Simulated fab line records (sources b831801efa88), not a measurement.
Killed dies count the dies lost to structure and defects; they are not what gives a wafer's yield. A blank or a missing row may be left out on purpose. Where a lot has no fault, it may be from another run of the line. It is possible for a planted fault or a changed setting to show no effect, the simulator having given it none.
Matching of chambers || flow gf180mcu || GF_V4_CMP_04 on cmp-01: 4 sister chambers
The step polishes SiO2. 14 wafers are shown with their chamber, then 7 later ones without.

## WAFERS WITH THEIR CHAMBER
{"wafer": "L605.1", "chamber": 2, "motor_current_A (A)": 12.0, "time_to_endpoint_s (s)": 77}
{"wafer": "L605.5", "chamber": 1, "motor_current_A (A)": 9.4, "time_to_endpoint_s (s)": 84}
{"wafer": "L605.6", "chamber": 2, "motor_current_A (A)": 13.0, "time_to_endpoint_s (s)": 77}
{"wafer": "L609.3", "chamber": 1, "motor_current_A (A)": 9.8, "time_to_endpoint_s (s)": 79}
{"wafer": "L609.4", "chamber": 0, "motor_current_A (A)": 12.6, "time_to_endpoint_s (s)": 76}
{"wafer": "L609.5", "chamber": 0, "motor_current_A (A)": 12.4, "time_to_endpoint_s (s)": 74}
{"wafer": "L610.2", "chamber": 3, "motor_current_A (A)": 13.0, "time_to_endpoint_s (s)": 69}
{"wafer": "L610.3", "chamber": 2, "motor_current_A (A)": 12.8, "time_to_endpoint_s (s)": 76}
{"wafer": "L610.4", "chamber": 0, "motor_current_A (A)": 12.7, "time_to_endpoint_s (s)": 76}
{"wafer": "L623.2", "chamber": 0, "motor_current_A (A)": 13.0, "time_to_endpoint_s (s)": 77}
{"wafer": "L623.3", "chamber": 2, "motor_current_A (A)": 12.4, "time_to_endpoint_s (s)": 81}
{"wafer": "L623.6", "chamber": 0, "motor_current_A (A)": 13.2, "time_to_endpoint_s (s)": 86}
{"wafer": "L625.3", "chamber": 0, "motor_current_A (A)": 12.8, "time_to_endpoint_s (s)": 83}
{"wafer": "L625.5", "chamber": 3, "motor_current_A (A)": 13.6, "time_to_endpoint_s (s)": 92}

SIGNATURES, as means of the wafers listed above
{"reading": "motor_current_A", "chamber 0": 12.783, "chamber 1": 9.600, "chamber 2": 12.550, "chamber 3": 13.300, "scatter within a chamber": 0.355}
{"reading": "time_to_endpoint_s", "chamber 0": 78.67, "chamber 1": 81.50, "chamber 2": 77.75, "chamber 3": 80.50, "scatter within a chamber": 6.35}
Rule: for each reading, subtract the chamber's mean from the wafer's reading, divide by that reading's scatter and square the result; add these up over the readings and take the root, which gives the wafer's distance from the chamber. The wafer belongs to the nearest chamber; if the next one is less than 2 further off, it can't be placed. The scatter is the square root of a quotient: the sum, over the shown wafers, of each reading's squared deviation from its chamber's mean, divided by wafers minus chambers.

## WAFERS WITHOUT THEIR CHAMBER
{"wafer": "L625.6", "motor_current_A (A)": 11.6, "time_to_endpoint_s (s)": 82}
{"wafer": "L626.1", "motor_current_A (A)": 9.5, "time_to_endpoint_s (s)": 83}
{"wafer": "L626.3", "motor_current_A (A)": 12.0, "time_to_endpoint_s (s)": 76}
{"wafer": "L626.5", "motor_current_A (A)": 10.0, "time_to_endpoint_s (s)": 93}
{"wafer": "L628.3", "motor_current_A (A)": 12.7, "time_to_endpoint_s (s)": 83}
{"wafer": "L628.4", "motor_current_A (A)": 10.1, "time_to_endpoint_s (s)": 91}
{"wafer": "L628.6", "motor_current_A (A)": 13.4, "time_to_endpoint_s (s)": 81}

## THE CHAMBER EACH PASSED THROUGH
{"wafer": "L625.6", "from the rows above": "can't be placed: 2 or 0", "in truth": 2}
{"wafer": "L626.1", "from the rows above": 1, "in truth": 1}
{"wafer": "L626.3", "from the rows above": "can't be placed: 2 or 0", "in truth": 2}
{"wafer": "L626.5", "from the rows above": 1, "in truth": 1}
{"wafer": "L628.3", "from the rows above": "can't be placed: 0 or 2 or 3", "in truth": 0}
{"wafer": "L628.4", "from the rows above": 1, "in truth": 1}
{"wafer": "L628.6", "from the rows above": "can't be placed: 3 or 0", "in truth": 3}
Correct placement for 3 of the 7. Can't be placed from these rows: 4 (the true chamber is among the candidates in 4). Number placed wrongly: 0.
